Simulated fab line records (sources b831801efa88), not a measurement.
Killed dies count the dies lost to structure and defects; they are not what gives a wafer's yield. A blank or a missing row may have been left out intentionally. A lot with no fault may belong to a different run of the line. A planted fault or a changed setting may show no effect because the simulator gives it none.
Matching of chambers    flow sky130    SKY_PASSIVATION_CVD_00 on pecvd-02: 3 sister chambers
The step deposits SiO2, target thk 90 nm. 3 wafers are shown with their chamber, then 8 later ones without.

WAFERS, EACH WITH ITS CHAMBER
wafer   chamber  heater-power-w (W)
L079.6  0        630
L082.3  1        664
L082.4  2        744

WAFERS WITH NO CHAMBER GIVEN
wafer   heater-power-w (W)
L082.5  754
L082.6  693
L086.1  698
L086.2  609
L086.3  637
L086.4  697
L086.5  637
L086.6  617

THE CHAMBER EACH PASSED THROUGH
wafer   from the rows above           in truth
L082.5  2                             2
L082.6  can't be placed: 1 or 2 or 0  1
L086.1  can't be placed: 1 or 2 or 0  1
L086.2  can't be placed: 0 or 1       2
L086.3  can't be placed: 0 or 1       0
L086.4  can't be placed: 1 or 2 or 0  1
L086.5  can't be placed: 0 or 1       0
L086.6  can't be placed: 0 or 1       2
Placed correctly: 1 of 8. Cannot be placed on the basis of these rows: 7; the candidates contain the true chamber in 5. Wrongly placed: 0.
How it was worked out, from the rows above alone: a wafer's distance from a chamber is the root of the sum, over the readings, of the square of ((its reading less the chamber's mean) divided by the reading's scatter). If the next closest chamber is less than 2 further off than the closest, the wafer can't be placed; otherwise it belongs to the closest. Each chamber's mean is taken over the wafers shown for it. The scatter: with one shown wafer a chamber, the root of the mean of the squares of how far each hidden wafer lies from its nearest shown one.
